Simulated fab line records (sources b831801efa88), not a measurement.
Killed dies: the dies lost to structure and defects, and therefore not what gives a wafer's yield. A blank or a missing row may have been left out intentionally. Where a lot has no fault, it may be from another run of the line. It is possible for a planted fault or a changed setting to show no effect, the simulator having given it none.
What tool caused it?	flow sfqLine	39 wafers from 13 lots sampled at 3 of the route's 325 steps

WHAT THE GAUGES SHOWED, per wafer
No reading from a measuring or inspecting step in the record can be judged against a usual standard deviation.

WHICH TOOL RAN EACH LOT (tool, then ch and the chambers of the sampled wafers, then the start)
lot	SFQ_TRILAYER_I2_CMP_CMP_064	SFQ_TRILAYER_I2_METRO_MEASURE_065	SFQ_TRILAYER_I2_VIA_ETCH_VIA_ETCH_070
L559	cmp-01 ch 0,2,3, day 24 01:22	filmMetro-01, day 24 04:41	rieDiel-03 ch 0,1,2, day 30 09:20
L560	cmp-01 ch 0,1, day 24 07:22	filmMetro-01, day 24 10:53	rieDiel-01 ch 0,3, day 30 11:44
L561	cmp-01 ch 0,1,3, day 24 16:22	filmMetro-01, day 24 19:29	rieDiel-02 ch 1,2,3, day 30 15:20
L564	cmp-02 ch 0,3, day 33 08:08	filmMetro-03, day 33 11:28	rieDiel-01 ch 2,3, day 33 14:47
L565	cmp-02 ch 2,3, day 33 14:08	filmMetro-03, day 33 17:16	rieDiel-03 ch 1,2, day 33 21:54
L566	cmp-01 ch 0,3, day 33 14:30	filmMetro-02, day 33 17:37	rieDiel-01 ch 0,1,3, day 38 21:01
L568	cmp-02 ch 1,3, day 33 20:08	filmMetro-03, day 33 23:28	rieDiel-03 ch 0,2,3, day 39 07:49
L569	cmp-01 ch 0,2, day 33 21:00	filmMetro-01, day 33 23:37	rieDiel-02 ch 0,1,2, day 39 10:13
L571	cmp-01 ch 0,3, day 34 03:00	filmMetro-02, day 34 05:37	rieDiel-02 ch 1,2,3, day 39 18:57
L573	cmp-01 ch 0,1,2, day 34 16:00	filmMetro-02, day 34 17:49	rieDiel-02 ch 0,1, day 40 10:33
L577	cmp-02 ch 0,1,3, day 35 15:08	filmMetro-02, day 35 17:16	rieDiel-02 ch 1,3, day 41 17:52
L579	cmp-02 ch 0,1,3, day 35 23:24	filmMetro-02, day 36 02:01	rieDiel-01 ch 1,2, day 42 08:16
L580	cmp-02 ch 0,1,3, day 36 05:54	filmMetro-01, day 36 08:01	rieDiel-03 ch 0,2,3, day 42 13:11
- SFQ_TRILAYER_I2_CMP_CMP_064: polishes SiO2.
- SFQ_TRILAYER_I2_METRO_MEASURE_065
- SFQ_TRILAYER_I2_VIA_ETCH_VIA_ETCH_070: etches SiO2 in CHF3, stops on Nb, target depth 260 nm.

AS READ BY THE TOOLS THEMSELVES (means over the sampled wafers that have a number; for cases with no such wafer, the mark the record gives instead)
SFQ_TRILAYER_I2_CMP_CMP_064. Usual: motorCurrentA 10.4 A, standard deviation 1.3; timeToEndpointS 213 s, standard deviation 8.2.
lot	tool	motorCurrentA (A)	timeToEndpointS (s)	flag
L559	cmp-01	10.0	208	
L560	cmp-01	9.2	220	
L561	cmp-01	9.7	212	
L564	cmp-02	11.8	222	
L565	cmp-02	10.2	213	
L566	cmp-01	9.6	215	
L568	cmp-02	12.5	210	
L569	cmp-01	9.5	212	
L571	cmp-01	9.8	208	
L573	cmp-01	9.5	233	
L577	cmp-02	11.7	226	
L579	cmp-02	11.5	212	
L580	cmp-02	12.1	215	

SFQ_TRILAYER_I2_METRO_MEASURE_065. Usual: 199.3 nm for thkNm, sd 1.2.
lot	tool	thkNm (nm)	flag
L559	filmMetro-01	199.5	
L560	filmMetro-01	200.7	
L561	filmMetro-01	200.2	
L564	filmMetro-03	200.3	
L565	filmMetro-03	199.6	
L566	filmMetro-02	199.7	
L568	filmMetro-03	199.6	
L569	filmMetro-01	198.6	
L571	filmMetro-02	200.7	
L573	filmMetro-02	234.7	OFF
L577	filmMetro-02	199.8	
L579	filmMetro-02	198.8	
L580	filmMetro-01	200.4	

SFQ_TRILAYER_I2_VIA_ETCH_VIA_ETCH_070. Usual: drypumpMotorCurrentA 5.6 A, standard deviation 0.36; oesProductAu 0.853 a.u., standard deviation 0.0055.
lot	tool	drypumpMotorCurrentA (A)	oesProductAu (a.u.)	flag
L559	rieDiel-03	5.7	0.853	
L560	rieDiel-01	5.3	0.860	
L561	rieDiel-02	5.5	0.861	
L564	rieDiel-01	5.4	0.854	
L565	rieDiel-03	6.0	0.855	
L566	rieDiel-01	5.4	0.847	
L568	rieDiel-03	5.6	0.857	
L569	rieDiel-02	5.4	0.851	
L571	rieDiel-02	5.5	0.855	
L573	rieDiel-02	5.1	0.895	OFF
L577	rieDiel-02	5.5	0.853	
L579	rieDiel-01	5.9	0.853	
L580	rieDiel-03	5.6	0.856	

THE ANSWER, worked out from the rows above alone
Rule: take the mean of a lot's wafers that have a number; if it is more than 3 standard deviations from the usual mean, the lot is off. Also off: a lot with no number at a reading for which 4 or more lots have one. The other lots that the step has rows for count as sound. The gauges are gone through in route order, then the tools' own readings, and for those a lot's mean is taken as printed above. The first step at which some lot is off is used, and at that step the reading that is off furthest; a lot without a number counts as furthest.
Off: L573 (SFQ_TRILAYER_I2_METRO_MEASURE_065, thkNm).
A tool fits if, at that step or a process step before it, it ran every lot that is off, and no sound lot after the first of them. One fits: cmp-01 at SFQ_TRILAYER_I2_CMP_CMP_064. Its last sound lot is L571 (day 34 03:00), its first lot that is off L573 (day 34 16:00): a fault that began between those two fits.

WHAT THE SIMULATOR PUT IN
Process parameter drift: cmp-01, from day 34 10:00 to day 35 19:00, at SFQ_TRILAYER_I2_CMP_CMP_064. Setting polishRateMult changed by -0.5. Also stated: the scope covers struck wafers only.
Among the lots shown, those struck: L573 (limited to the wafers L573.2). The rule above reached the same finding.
